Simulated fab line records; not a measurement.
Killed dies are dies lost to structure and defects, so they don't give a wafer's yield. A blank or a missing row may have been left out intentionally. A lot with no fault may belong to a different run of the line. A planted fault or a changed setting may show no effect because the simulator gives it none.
fab line records ; flow sfq_line
record: lots: 6; wafers: 16; last_day: 82
route steps=325 shown I4@174 JJ@178
lots that met no fault: taken from a fault-free run of the same line
start_h: hours from the record's opening day to when the first of the lot's shown wafers began ; wait_h: how many hours have passed since the lot's step before this one ; " repeats the value in the row above ; L1.1+2: a single row standing in for several wafers ; - value missing, or start not given ; * or withheld: withheld ; < > ~ a bound
route shown NAME@n: a module of which the file shows steps, and the number in the route of the first ; usual: average and standard deviation across the fault-free wafers ; same: alike in all rows ; chamber/n: place in a boat ; sites: the reading at each site ; _std_site: how widely they spread, as a standard deviation ; _edge_site: outer sites' mean less inner sites' ; radius_mm: for every site, how far away it sits from the centre of the wafer ; mask NAME#n: copy n ; behind: the last tool/chamber to shape the wafer ; hold: cause of the lot's hold/its duration in hours/its outcome ; device: names the non-switching transistor (n, p or np) ; end of line: the same wafers' tests at the end of the route ; where a step has no rows: the recipe by itself ; killed: the dies lost at the first sort to structure and to defects; this is not the yield of the wafer ; map: a wafer's dies, marking killed ones x, the rest . and places with no die _
set.NAME: the setting the step ran with; set.NAME@STEP: the setting that earlier step ran with ; model.NAME: the simulator's own value behind a step, which no gauge read
a table for each step, a row for each wafer; lots at some steps of the route
services: from which hour (start_h, from the record's first day; less than 0 if before it) a tool's chamber was out of use, for how many hours, and why
== steps ==
step: SFQ_TRILAYER_I4_VIA_BARC_OPEN_VIA_ETCH_146
recipe: mask_material: PR; chemistry: O2; target_depth_nm: 125; target: BARC; source_w: 500; bias_w: 80; pressure_mtorr: 30; time_s: 41.7
usual: chamber_pressure_mTorr: 30.00/0.031; drypump_motor_current_A: 5.7/0.57; oes_product_au: 0.685/0.0047
lot.wafer;tool;chamber;start_h;wait_h;chamber_pressure_mTorr;drypump_motor_current_A;oes_product_au;rf_hours_counter_h
L431.4;rie_diel-02;2;1118.20;0.0;29.99;5.6;0.678;14
L431.5;rie_diel-02;2;1118.20;0.0;29.98;5.6;0.684;-
L431.6;rie_diel-02;1;1118.20;0.0;29.97;4.8;0.685;-
L437.1;rie_diel-02;0;1150.60;0.0;29.99;6.3;0.682;9
L437.5;rie_diel-02;1;1150.60;0.0;30.06;4.8;0.684;-
L439.1;rie_diel-02;2;1155.40;0.0;29.98;5.6;0.688;15
L439.3;rie_diel-02;3;1155.40;0.0;29.99;5.8;0.685;14
L445.1;rie_diel-04;3;1237.33;0.0;30.04;6.2;0.685;8
L445.3;rie_diel-04;2;1237.33;0.0;30.01;5.6;0.689;14
L445.4;rie_diel-04;1;1237.33;0.0;30.00;6.2;0.685;3
L450.2;rie_diel-01;1;1447.80;0.0;29.99;4.7;0.686;7
L450.4;rie_diel-01;2;1447.80;0.0;29.98;5.6;0.688;18
L450.6;rie_diel-01;1;1447.80;0.0;29.97;4.7;0.680;-
L453.1;rie_diel-01;1;1459.80;0.0;30.00;4.7;0.686;7
L453.5;rie_diel-01;3;1459.80;0.0;30.01;6.5;0.691;-
L453.6;rie_diel-01;0;1459.80;0.0;29.99;5.7;0.681;-
step: SFQ_TRILAYER_I4_VIA_ETCH_VIA_ETCH_106
recipe: target: SiO2; stop_on: Nb; mask_material: PR; taper_deg: 20; chemistry: CHF3; target_depth_nm: 260; source_w: 500; bias_w: 80; pressure_mtorr: 30; time_s: withheld
step: SFQ_TRILAYER_I4_VIA_STRIP_STRIP_107
recipe: gas: O2; power_w: 200; platen_temp_c: 40; overash_fraction: 0.65; chemistry: O2; pressure_mtorr: 50
step: SFQ_TRILAYER_I4_VIA_STRIP_SOLV_CLEAN_108
recipe: chemistry: NMP; temp_c: 70; time_s: 600
step: SFQ_TRILAYER_JJ_TRILAYER_DEP_PRE_CLEAN_113
recipe: gas: Ar; time_s: 22.5; bias_v: 250
step: SFQ_TRILAYER_JJ_TRILAYER_DEP_SPUTTER_109
recipe: material: Nb; base_pressure_pa: 1.33e-06; chamber_pressure_pa: 0.1333; substrate_temp_c: 20; target_thk_nm: 150; power_w: 2000; time_s: 100
usual: throttle_valve_pct: 30.3/1.1
lot.wafer;tool;chamber;start_h;wait_h;throttle_valve_pct
L431.4;pvd_sputter-05;-;1119.21;0.0;31.8
L431.5;pvd_sputter-05;-;1119.21;0.0;29.7
L431.6;pvd_sputter-05;-;1119.21;0.0;30.0
L437.1;pvd_sputter-06;-;1151.56;0.0;29.3
L437.5;pvd_sputter-06;-;1151.56;0.0;31.4
L439.1;pvd_sputter-03;-;1156.36;0.0;32.5
L439.3;pvd_sputter-03;-;1156.36;0.0;30.9
L445.1;pvd_sputter-06;-;1238.29;0.0;28.7
L445.3;pvd_sputter-06;-;1238.29;0.0;29.9
L445.4;pvd_sputter-06;-;1238.29;0.0;31.2
L450.2;pvd_sputter-05;-;1448.76;0.0;29.4
L450.4;pvd_sputter-05;-;1448.76;0.0;30.0
L450.6;pvd_sputter-05;-;1448.76;0.0;29.2
L453.1;pvd_sputter-03;-;1460.76;0.0;30.8
L453.5;pvd_sputter-03;-;1460.76;0.0;30.2
L453.6;pvd_sputter-03;-;1460.76;0.0;31.0
step: SFQ_TRILAYER_JJ_TRILAYER_DEP_SPUTTER_110
recipe: material: Al; base_pressure_pa: 1.33e-06; target_thk_nm: 8; power_w: 500; time_s: 10; chamber_pressure_pa: 0.4
usual: throttle_valve_pct: 30.2/1.1
lot.wafer;tool;chamber;start_h;wait_h;throttle_valve_pct
L431.4;pvd_sputter-05;-;1119.26;0.0;31.8
L431.5;pvd_sputter-05;-;1119.26;0.0;29.4
L431.6;pvd_sputter-05;-;1119.26;0.0;30.0
L437.1;pvd_sputter-06;-;1151.63;0.0;29.3
L437.5;pvd_sputter-06;-;1151.63;0.0;31.3
L439.1;pvd_sputter-03;-;1156.43;0.0;32.4
L439.3;pvd_sputter-03;-;1156.43;0.0;30.9
L445.1;pvd_sputter-06;-;1238.36;0.0;28.7
L445.3;pvd_sputter-06;-;1238.36;0.0;30.0
L445.4;pvd_sputter-06;-;1238.36;0.0;31.3
L450.2;pvd_sputter-05;-;1448.83;0.0;29.4
L450.4;pvd_sputter-05;-;1448.83;0.0;29.8
L450.6;pvd_sputter-05;-;1448.83;0.0;29.4
L453.1;pvd_sputter-03;-;1460.83;0.0;31.2
L453.5;pvd_sputter-03;-;1460.83;0.0;30.0
L453.6;pvd_sputter-03;-;1460.83;0.0;31.1
step: SFQ_TRILAYER_JJ_TRILAYER_DEP_AL_OXIDATION_111
recipe: pressure_mbar: 0.014667; oxidation_time_s: 600; temperature_k: 293
step: SFQ_TRILAYER_JJ_TRILAYER_DEP_SPUTTER_112
recipe: material: Nb; base_pressure_pa: 1.33e-06; chamber_pressure_pa: 0.1333; substrate_temp_c: 20; target_thk_nm: 170; power_w: 2000; time_s: 113.3
usual: throttle_valve_pct: 30.3/1.1
lot.wafer;tool;chamber;start_h;wait_h;throttle_valve_pct
L431.4;pvd_sputter-05;-;1120.31;0.0;31.9
L431.5;pvd_sputter-05;-;1120.31;0.0;29.4
L431.6;pvd_sputter-05;-;1120.31;0.0;30.0
L437.1;pvd_sputter-06;-;1152.65;0.5;29.3
L437.5;pvd_sputter-06;-;1152.65;0.5;31.5
L439.1;pvd_sputter-03;-;1157.45;0.5;32.6
L439.3;pvd_sputter-03;-;1157.45;0.5;31.2
L445.1;pvd_sputter-06;-;1239.38;0.5;28.7
L445.3;pvd_sputter-06;-;1239.38;0.5;30.1
L445.4;pvd_sputter-06;-;1239.38;0.5;31.2
L450.2;pvd_sputter-05;-;1449.85;0.5;29.5
L450.4;pvd_sputter-05;-;1449.85;0.5;29.8
L450.6;pvd_sputter-05;-;1449.85;0.5;29.4
L453.1;pvd_sputter-03;-;1461.85;0.5;31.2
L453.5;pvd_sputter-03;-;1461.85;0.5;29.9
L453.6;pvd_sputter-03;-;1461.85;0.5;31.0
step: SFQ_JJ_RS_MEAS_929
recipe: thk_meas_gauge: four-point-probe; reads: Nb_of_TRILAYER_JJ_TRILAYER_DEP_SPUTTER_112
usual: JJ_NB_RS: 1.051/0.0085
lot.wafer;tool;chamber;start_h;wait_h;JJ_NB_RS[ohm/sq]
L431.4;film_metro-01;-;1120.41;0.1;1.053
L431.5;film_metro-01;-;1120.41;0.1;1.041
L431.6;film_metro-01;-;1120.41;0.1;1.038
L437.1;film_metro-03;-;1152.73;0.0;1.053
L437.5;film_metro-03;-;1152.73;0.0;1.054
L439.1;film_metro-03;-;1157.53;0.0;1.054
L439.3;film_metro-03;-;1157.53;0.0;1.050
L445.1;film_metro-01;-;1239.46;0.0;1.045
L445.3;film_metro-01;-;1239.46;0.0;1.046
L445.4;film_metro-01;-;1239.46;0.0;1.058
L450.2;film_metro-03;-;1449.95;0.1;1.056
L450.4;film_metro-03;-;1449.95;0.1;1.055
L450.6;film_metro-03;-;1449.95;0.1;1.061
L453.1;film_metro-02;-;1461.93;0.0;1.067
L453.5;film_metro-02;-;1461.93;0.0;1.056
L453.6;film_metro-02;-;1461.93;0.0;1.059
step: SFQ_TRILAYER_JJ_CE_LITHO_COAT_119
recipe: resist: BARC; spin_rpm: 3000; resist_thk_nm: 62
step: SFQ_TRILAYER_JJ_CE_LITHO_COAT_114
recipe: resist: KrF; spin_rpm: 3000; resist_thk_nm: 600
usual: chill_plate_temp_C: 23.02/0.12; resist_line_temp_C: 22.99/0.099
lot.wafer;tool;chamber;start_h;wait_h;chill_plate_temp_C;resist_line_temp_C;model.KrF_of_TRILAYER_JJ_CE_LITHO_COAT_114.thk_nm
L431.4;litho_track-01;0;1120.98;0.2;23.15;23.09;598.3
L431.5;litho_track-01;0;1120.98;0.2;22.99;22.94;597.8
L431.6;litho_track-01;0;1120.98;0.2;23.07;23.06;597.6
L437.1;litho_track-04;0;1153.21;0.2;23.07;23.07;549.8
L437.5;litho_track-04;0;1153.21;0.2;23.16;23.14;601.1
L439.1;litho_track-04;0;1158.01;0.2;23.06;23.01;548.7
L439.3;litho_track-04;0;1158.01;0.2;23.09;23.06;550.1
L445.1;litho_track-02;0;1239.94;0.2;23.11;23.06;597.7
L445.3;litho_track-02;0;1239.94;0.2;23.03;22.92;597.6
L445.4;litho_track-02;0;1239.94;0.2;22.90;23.05;599
L450.2;litho_track-04;0;1450.46;0.2;22.95;23.14;599.5
L450.4;litho_track-04;0;1450.46;0.2;22.97;22.83;599.3
L450.6;litho_track-04;0;1450.46;0.2;22.95;23.05;599.9
L453.1;litho_track-02;0;1462.41;0.2;22.98;23.02;602.1
L453.5;litho_track-02;0;1462.41;0.2;23.18;22.94;603
L453.6;litho_track-02;0;1462.41;0.2;23.24;22.89;601.9
step: SFQ_TRILAYER_JJ_CE_LITHO_SOFTBAKE_118
recipe: temp_c: withheld; time_s: withheld; resist: KrF
step: SFQ_TRILAYER_JJ_CE_LITHO_EXPOSE_115
recipe: mask_id: J5; na: 0.6; source_shape: conventional; sigma_outer: 0.65; target_cd_nm: 700; dose_mj: 14.4
step: SFQ_TRILAYER_JJ_CE_LITHO_PEB_117
recipe: peb_temp_c: 115; peb_time_s: 60; resist: KrF
step: SFQ_TRILAYER_JJ_CE_LITHO_DEVELOP_116
recipe: time_s: 60; resist: KrF
step: SFQ_JJ_OVL_MEAS_931
usual: J5_OVL: 2/6.5
lot.wafer;tool;chamber;start_h;wait_h;J5_OVL[nm]
L431.4;overlay-01;-;1253.79;0.1;14
L431.5;overlay-01;-;1253.79;0.1;13
L431.6;overlay-01;-;1253.79;0.1;12
L437.1;overlay-01;-;1277.78;0.1;5
L437.5;overlay-01;-;1277.78;0.1;5
L439.1;overlay-02;-;1282.58;0.1;-6
L439.3;overlay-02;-;1282.58;0.1;-9
L445.1;overlay-02;-;1361.24;0.1;0
L445.3;overlay-02;-;1361.24;0.1;1
L445.4;overlay-02;-;1361.24;0.1;-4
L450.2;overlay-02;-;1536.57;0.1;-2
L450.4;overlay-02;-;1536.57;0.1;-8
L450.6;overlay-02;-;1536.57;0.1;-6
L453.1;overlay-02;-;1548.57;0.1;11
L453.5;overlay-02;-;1548.57;0.1;12
L453.6;overlay-02;-;1548.57;0.1;14
step: SFQ_TRILAYER_JJ_CE_METRO_MEASURE_117
step: SFQ_TRILAYER_JJ_CE_BARC_OPEN_RIE_150
recipe: mask_material: PR; chemistry: O2; target_depth_nm: 240; target: BARC; icp_w: 600; bias_w: 80; pressure_mtorr: 10; time_s: 80
usual: chamber_pressure_mTorr: 10.001/0.0092; drypump_motor_current_A: 5.7/0.54; oes_product_au: 0.537/0.0045
lot.wafer;tool;chamber;start_h;wait_h;chamber_pressure_mTorr;drypump_motor_current_A;oes_product_au;rf_hours_counter_h
L431.4;rie_metal-01;1;1255.04;0.4;10.019;5.5;0.529;-
L431.5;rie_metal-01;1;1255.04;0.4;10.019;5.5;0.537;-
L431.6;rie_metal-01;0;1255.04;0.4;10.012;6.1;0.540;-
L437.1;rie_metal-04;1;1279.01;1.0;9.991;5.0;0.535;109
L437.5;rie_metal-04;0;1279.01;1.0;9.992;5.3;0.532;-
L439.1;rie_metal-01;0;1283.81;1.0;10.007;6.1;0.538;36
L439.3;rie_metal-01;1;1283.81;1.0;9.993;5.5;0.537;-
L445.1;rie_metal-01;0;1362.48;1.0;9.994;6.1;0.541;52
L445.3;rie_metal-01;0;1362.48;1.0;9.998;6.1;0.533;-
L445.4;rie_metal-01;0;1362.48;1.0;10.000;6.1;0.532;-
L450.2;rie_metal-01;0;1537.80;0.8;10.004;6.1;0.541;76
L450.4;rie_metal-01;1;1537.80;0.8;10.001;5.5;0.530;-
L450.6;rie_metal-01;1;1537.80;0.8;10.005;5.5;0.535;-
L453.1;rie_metal-02;0;1549.80;1.0;10.009;6.4;0.540;72
L453.5;rie_metal-02;0;1549.80;1.0;9.998;6.4;0.538;-
L453.6;rie_metal-02;1;1549.80;1.0;10.002;5.6;0.541;-
step: SFQ_TRILAYER_JJ_CE_ETCH_RIE_118
recipe: target: Nb; stop_on: Al2O3; mask_material: PR; taper_deg: 13.257; over_etch_frac: 0.15; time_s: 97.7; chemistry: SF6; target_depth_nm: 170; icp_w: 600; bias_w: 80; pressure_mtorr: 10
usual: chamber_pressure_mTorr: 10.000/0.0091; drypump_motor_current_A: 5.7/0.53; oes_product_au: 0.989/0.0071
lot.wafer;tool;chamber;start_h;wait_h;chamber_pressure_mTorr;drypump_motor_current_A;oes_product_au;rf_hours_counter_h;model.KrF_of_TRILAYER_JJ_CE_LITHO_COAT_114.thk_nm
L431.4;rie_metal-01;1;1255.14;0.1;9.986;5.5;0.985;-;476
L431.5;rie_metal-01;1;1255.14;0.1;10.007;5.5;0.995;-;474.5
L431.6;rie_metal-01;0;1255.14;0.1;10.001;6.1;0.979;-;473.9
L437.1;rie_metal-04;1;1279.10;0.1;10.013;5.0;1.001;109;426.6
L437.5;rie_metal-04;0;1279.10;0.1;9.990;5.3;0.997;-;475.7
L439.1;rie_metal-01;0;1283.90;0.1;9.997;6.1;0.989;36;424.4
L439.3;rie_metal-01;1;1283.90;0.1;10.015;5.5;0.985;-;426.8
L445.1;rie_metal-01;0;1362.66;0.2;9.996;6.1;0.995;52;475.3
L445.3;rie_metal-01;0;1362.66;0.2;10.004;6.1;0.995;-;474.9
L445.4;rie_metal-01;0;1362.66;0.2;10.006;6.1;0.984;-;476.2
L450.2;rie_metal-01;0;1537.89;0.1;10.001;6.1;0.987;76;476.6
L450.4;rie_metal-01;1;1537.89;0.1;9.995;5.5;0.984;-;476.6
L450.6;rie_metal-01;1;1537.89;0.1;9.989;5.5;0.986;-;478.1
L453.1;rie_metal-02;0;1549.89;0.1;10.009;6.5;0.977;72;479.2
L453.5;rie_metal-02;0;1549.89;0.1;10.004;6.5;0.977;-;480.4
L453.6;rie_metal-02;1;1549.89;0.1;9.986;5.6;0.982;-;480.1
step: SFQ_TRILAYER_JJ_ANODIZE_ANODIZE_119
recipe: current_density_ma_cm2: withheld; end_current_density_ma_cm2: withheld; bath_temp_c: withheld
== services ==
tool;chamber;start_h;hours;kind
rie_metal-02;1;1133.86;3.6;repair
rie_diel-01;3;1138.55;3.8;repair
rie_diel-02;-;1157.51;28.1;pm
pvd_sputter-03;-;1164.80;2.4;repair
rie_diel-02;3;1196.16;3.2;repair
rie_diel-02;2;1196.48;13.6;repair
pvd_sputter-05;-;1201.07;1.5;repair
rie_metal-02;-;1208.06;1.5;repair
rie_diel-01;2;1215.25;5.3;repair
rie_diel-02;1;1236.55;9.6;repair
rie_diel-01;-;1238.44;0.4;repair
rie_metal-02;1;1263.27;99.4;repair
rie_diel-02;3;1294.80;91.9;repair
pvd_sputter-05;-;1308.49;4.1;repair
pvd_sputter-03;-;1322.28;1.7;repair
rie_metal-01;-;1349.40;0.3;repair
pvd_sputter-05;-;1353.07;4.9;repair
pvd_sputter-03;-;1378.23;1.8;repair
rie_diel-02;3;1426.18;2.5;repair
pvd_sputter-06;-;1471.12;2.8;repair
rie_metal-01;0;1473.61;1.1;repair
rie_diel-02;1;1474.56;4.7;repair
pvd_sputter-03;-;1533.10;1.9;repair
rie_diel-02;0;1542.39;7.6;repair
== key ==
first_sign none at tools or gauges
model_effect: step: SFQ_TRILAYER_JJ_CE_LITHO_COAT_114; value: KrF_of_TRILAYER_JJ_CE_LITHO_COAT_114.thk_nm; without: 600.8; struck: 549.5
model_effect: step: SFQ_TRILAYER_JJ_CE_ETCH_RIE_118; value: KrF_of_TRILAYER_JJ_CE_LITHO_COAT_114.thk_nm; without: 477.2; struck: 425.9
met_at SFQ_TRILAYER_JJ_CE_LITHO_COAT_114
struck_wafers L437.1,L439.1,L439.3
fault: kind: process_parameter_drift; tool: litho_track-04; chamber: -; onset_h: 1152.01; steps: SFQ_TRILAYER_JJ_CE_LITHO_COAT_114; channel: resist_thk_nm; offset: -51.184; shape: step; end_h: 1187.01; scope: struck_wafers_only; acts_in: these_recipes_only; stated: 600
